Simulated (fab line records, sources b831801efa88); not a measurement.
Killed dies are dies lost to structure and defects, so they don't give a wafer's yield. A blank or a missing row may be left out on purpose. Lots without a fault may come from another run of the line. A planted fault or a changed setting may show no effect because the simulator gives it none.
Chamber matching | flow sky130 | SKY_LI_CONTACT_ETCH_14 on rie_diel-03: 4 sister chambers
The step etches BARC in N2/H2, stops on SiO2, time 45.9 s, target depth 60 nm. 20 wafers are shown with their chamber, then 10 later ones without.

WAFERS WITH THEIR CHAMBER
wafer  | chamber | drypump_motor_current_A (A) | throttle_valve_pct (%) | bias_w (W)
L077.1 | 0       | 5.9                         | 13.212                 | 99.78
L077.3 | 3       | 5.9                         | 13.227                 | 99.65
L077.4 | 0       | 5.8                         | 13.214                 | 100.33
L081.3 | 0       | 5.8                         | 13.248                 | 100.34
L081.4 | 2       | 5.4                         | 13.213                 | 100.00
L081.6 | 0       | 5.8                         | 13.224                 | 100.03
L082.2 | 0       | 5.8                         | 13.229                 | 100.16
L082.4 | 2       | 5.4                         | 13.223                 | 99.82
L082.6 | 1       | 5.5                         | 13.244                 | 100.20
L084.1 | 3       | 5.9                         | 13.235                 | 100.06
L084.2 | 2       | 5.4                         | 13.234                 | 99.79
L084.4 | 0       | 5.8                         | 13.225                 | 99.47
L085.3 | 2       | 5.4                         | 13.240                 | 99.88
L085.5 | 3       | 5.9                         | 13.248                 | 99.99
L085.6 | 0       | 5.9                         | 13.215                 | 100.13
L087.2 | 3       | 5.9                         | 13.232                 | 100.34
L087.3 | 2       | 5.4                         | 13.233                 | 100.50
L087.4 | 0       | 5.8                         | 13.220                 | 99.65
L088.2 | 1       | 5.5                         | 13.235                 | 100.41
L088.5 | 0       | 5.9                         | 13.227                 | 100.39

SIGNATURES (means of the wafers above)
reading                 | chamber 0 | chamber 1 | chamber 2 | chamber 3 | scatter within a chamber
drypump_motor_current_A | 5.833     | 5.500     | 5.400     | 5.900     | 0.0354
throttle_valve_pct      | 13.22378  | 13.23950  | 13.22860  | 13.23550  | 0.0103
bias_w                  | 100.0311  | 100.3050  | 99.9980   | 100.0100  | 0.303
Rule: a wafer's distance from a chamber is the root of the sum, over the readings, of the square of ((its reading less the chamber's mean) divided by the reading's scatter). The wafer belongs to the nearest chamber; if the next one is less than 2 further off, it can't be placed. The scatter: the root of (the sum of the squares of (reading less its chamber's mean) over the shown wafers, divided by (wafers less chambers)).

WAFERS WITHOUT THEIR CHAMBER
wafer  | drypump_motor_current_A (A) | throttle_valve_pct (%) | bias_w (W)
L088.6 | 5.5                         | 13.231                 | 100.52
L089.1 | 5.9                         | 13.224                 | 99.98
L089.4 | 5.9                         | 13.226                 | 99.86
L089.6 | 5.8                         | 13.240                 | 100.24
L093.1 | 5.8                         | 13.202                 | 99.94
L093.3 | 5.5                         | 13.240                 | 100.08
L093.6 | 5.9                         | 13.227                 | 100.37
L096.4 | 5.4                         | 13.214                 | 99.80
L096.5 | 5.4                         | 13.221                 | 100.03
L096.6 | 5.9                         | 13.228                 | 100.08

WHICH CHAMBER EACH WENT THROUGH
wafer  | from the rows above     | in truth
L088.6 | 1                       | 1
L089.1 | can't be placed: 3 or 0 | 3
L089.4 | can't be placed: 3 or 0 | 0
L089.6 | can't be placed: 0 or 3 | 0
L093.1 | can't be placed: 0 or 3 | 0
L093.3 | 1                       | 1
L093.6 | can't be placed: 3 or 0 | 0
L096.4 | 2                       | 2
L096.5 | 2                       | 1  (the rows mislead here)
L096.6 | can't be placed: 3 or 0 | 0
Placed correctly: 3 of 10. Can't be placed from these rows: 6 (the true chamber is among the candidates in 6). Placed wrongly: 1.
